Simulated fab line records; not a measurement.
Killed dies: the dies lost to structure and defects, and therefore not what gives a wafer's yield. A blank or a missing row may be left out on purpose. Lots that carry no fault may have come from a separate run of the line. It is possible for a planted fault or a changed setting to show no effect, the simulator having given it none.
A struck lot beside a sound one -- flow sky130 -- 44 out of 708 route steps
Sound: these wafers, L974.4, L974.5, L974.6. Struck: wafer L990.2 (left out: L990.1, L990.4 of the same lot, which were not struck); the cause appears at the end.
At each step with rows: each side's tool, then ch and its chambers, then its first start. Under that, the readings that differ: sound wafers -- struck wafers -- difference of the means -- sigmas: that difference in standard deviations of wafers without a fault.
alike: a reading whose means differ by less than 2 such deviations, as well as words and numbers matching on both sides. not compared: withheld readings; readings where some wafer has no value; bounds like >300 that might hide an equal value; numbers whose values overlap and for which the record gives no deviation.
Wherever a step has rows on one side only, a row that says differs or no value, or a row with sigmas, the two part there. Numbers that don't overlap but have no deviation are shown without sigmas and don't part them. Lack of a reading on every wafer of one side parts them only where that side has two or more wafers.

SKY_VIA3_ETCH_15: etches SiO2 in C4F8/O2/Ar, stops on TiN, target depth 507 nm, time 78 s.
  sound on rie_diel-01 ch 2,3, day 39 15:31; struck on rie_diel-02 ch 1, day 44 12:48
  alike: oes_product_au
  not compared: rf_hours_counter_h
then, 4 steps without rows for these wafers: SKY_VIA3_STRIP_16 (strips in O2/N2); SKY_VIA3_STRIP_17 (strips in post etch residue remover, time 1200 s); SKY_VIA3_CLEAN_18 (cleans in IPA, time 180 s); SKY_VIA3_CLEAN_19 (cleans in O3/DIW).
SKY_VIA3_SPUTTER_20: material TiN, target thk 20 nm, time 80 s.
  struck on pvd_sputter-03, day 44 13:28; sound on pvd_sputter-02, day 39 16:10
  alike: chamber_pressure_pa, throttle_valve_pct
then, 1 step without rows for these wafers: SKY_VIA3_CVD_21 (deposits W, target thk 390 nm, time 117.31 s).
SKY_VIA3_RS_MEAS_22: uses a four-point probe to measure.
  struck on film_metro-01, day 44 13:38; sound on film_metro-01, day 39 16:25
  alike: VIA3_W_RS
SKY_VIA3_THK_MEAS_23: measures by xrf.
  struck on film_metro-01, day 44 13:46; sound on film_metro-01, day 39 16:30
  alike: VIA3_W_THK
then, 1 step without rows for these wafers: SKY_VIA3_CMP_24 (polishes, stops on SiO2, t overpolish 20 s, target thk 0 nm).
SKY_METAL4_SPUTTER_00: material Ti, target thk 15 nm, time 10 s.
  struck on pvd_sputter-04, day 44 14:07; sound on pvd_sputter-03, day 39 16:50
  alike: chamber_pressure_pa, throttle_valve_pct
then, 1 step without rows for these wafers: SKY_METAL4_SPUTTER_01 (material TiN, target thk 20 nm, time 16.7 s).
SKY_METAL4_SPUTTER_02: material AlCu, target thk 735 nm, time 39.1 s.
  struck on pvd_sputter-04, day 44 14:10; sound on pvd_sputter-03, day 39 16:53
reading,sound,struck,difference,sigmas
chamber_pressure_pa (Pa),0.4012 0.3996 0.4009,0.3302,-0.0704,-83
throttle_valve_pct (%),29.3 29.6 29.8,32.4,+2.8,+3
model.AlCu_of_METAL4_SPUTTER_02.thk_nm (nm),739.3 738.6 741.4,748,+8,
then, 3 steps without rows for these wafers: SKY_METAL4_SPUTTER_03 (material Ti, target thk 5 nm, time 3.3 s); SKY_METAL4_SPUTTER_04 (material TiN, target thk 70 nm, time 58.3 s); SKY_CAP2M_CVD_00 (deposits SiO2, target thk 15.5 nm).
SKY_CAP2M_THK_MEAS_01:
  struck on film_metro-03, day 44 14:18; sound on film_metro-03, day 39 17:02
  alike: CAP2M_CVD_00_THK
SKY_CAP2M_SPUTTER_02: material TiN, target thk 200 nm, time 166.7 s.
  struck on pvd_sputter-01, day 44 14:22; sound on pvd_sputter-02, day 39 17:04
  alike: chamber_pressure_pa, throttle_valve_pct
SKY_CAP2M_RS_MEAS_03: uses a four-point probe to measure.
  struck on film_metro-04, day 44 14:28; sound on film_metro-04, day 39 17:14
  alike: CAP2M_TIN_RS
SKY_CAP2M_THK_MEAS_04: measures by xrf.
  struck on film_metro-04, day 44 14:35; sound on film_metro-04, day 39 17:19
  alike: CAP2M_TIN_THK
then, 7 steps without rows for these wafers: SKY_CAP2M_DEHYDRATE_05 (time 60 s); SKY_CAP2M_HMDS_06 (prime time 60 s); SKY_CAP2M_COAT_07 (resist thk 1140 nm); SKY_CAP2M_SOFTBAKE_08 (time 60 s); SKY_CAP2M_EXPOSE_09 (exposes mask CAP2M, target cd 1000 nm); SKY_CAP2M_PEB_10; SKY_CAP2M_DEVELOP_11 (develop time 60 s).
SKY_CAP2M_OVL_MEAS_12:
  struck on overlay-01, day 45 12:16; sound on overlay-01, day 40 19:05
  alike: CAP2M_OVL
then, 1 step without rows for these wafers: SKY_CAP2M_METAL_ETCH_13 (etches TiN in Cl2/BCl3, stops on SiO2, target depth 220 nm, time 62.9 s).
SKY_CAP2M_STRIP_14: strips in O2/N2.
  sound on plasma_asher-04 ch 0,1, day 40 19:13; struck on plasma_asher-04 ch 1, day 45 12:22
reading,sound,struck,difference,sigmas
rf_hours_counter_h (h),- - -,0,no value on the sound wafers,
  alike: drypump_motor_current_A, oes_product_au, strip_time_to_endpoint_s
then, 11 steps without rows for these wafers: SKY_CAP2M_STRIP_15 (strips in post etch residue remover, time 1200 s); SKY_CAP2M_CLEAN_16 (cleans in IPA, time 180 s); SKY_CAP2M_CLEAN_17 (cleans in O3/DIW); SKY_METAL4_DEHYDRATE_05 (time 60 s); SKY_METAL4_HMDS_06 (prime time 60 s); SKY_METAL4_COAT_07 (resist thk 60 nm); SKY_METAL4_COAT_08 (resist thk 1140 nm); SKY_METAL4_SOFTBAKE_09 (time 90 s); SKY_METAL4_EXPOSE_10 (exposes mask MM4, target cd 300 nm); SKY_METAL4_PEB_11; SKY_METAL4_DEVELOP_12 (develop time 62.52 s).
SKY_METAL4_CD_MEAS_13: target cd 300 nm.
  struck on cd_sem-02, day 46 09:49; sound on cd_sem-01, day 41 20:20
  alike: cd_nm
SKY_METAL4_METAL_ETCH_18: etches the open film in Cl2/BCl3, stops on SiO2, target depth 845 nm, time 183.1 s.
  sound on rie_metal-01 ch 0,1, day 41 20:38; struck on rie_metal-02 ch 0, day 46 10:07
reading,sound,struck,difference,sigmas
drypump_motor_current_A (A),5.3 5.4 5.2,6.3,+1.0,+3
rf_hours_counter_h (h),- - -,0,no value on the sound wafers,
model.etch.depth_nm (nm),869.7 867.8 872,878.4,+8.6,
model.METAL4.feature_depth_nm (nm),869.7 867.8 872,878.4,+8.6,
  alike: oes_product_au, throttle_valve_pct
-- the record jumps here: 3 days lie between the struck wafers' starts before and after (it left off in module METAL4 and takes up again in module PAD_OPEN, whose first step shown is number 708 of the route) --
SKY_PAD_OPEN_PROBE_99:
  struck on prober-01, day 49 19:42; sound on prober-02, day 45 21:35
reading,sound,struck,difference,sigmas
killed_short,32 39 29,47,+14,+2
model.etest.met4.line_ohm_um,0.1423 0.1418 0.1415,0.1426,+0.0007,
model.etest.met4.rs_ohm_sq,0.04274 0.04243 0.04229,0.04171,-0.00078,
  alike: defect_limited_yield, killed_at_M0_to_M3, killed_at_M4_up, killed_at_contacts, killed_at_front_end, killed_at_other, killed_dies, killed_open, sort_bin_3_pad_short, sort_bin_5_function, sort_bin_6_memory, sort_n_pass, sort_yield_pct

WHERE THEY PART
Last at SKY_PAD_OPEN_PROBE_99 as far as this record goes, first at SKY_METAL4_SPUTTER_02.

WHY: what had been put in by the simulator
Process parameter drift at SKY_METAL4_SPUTTER_02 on pvd_sputter-04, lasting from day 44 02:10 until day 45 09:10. From 0.4, the setting chamber_pressure_pa moved by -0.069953. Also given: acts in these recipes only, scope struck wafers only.
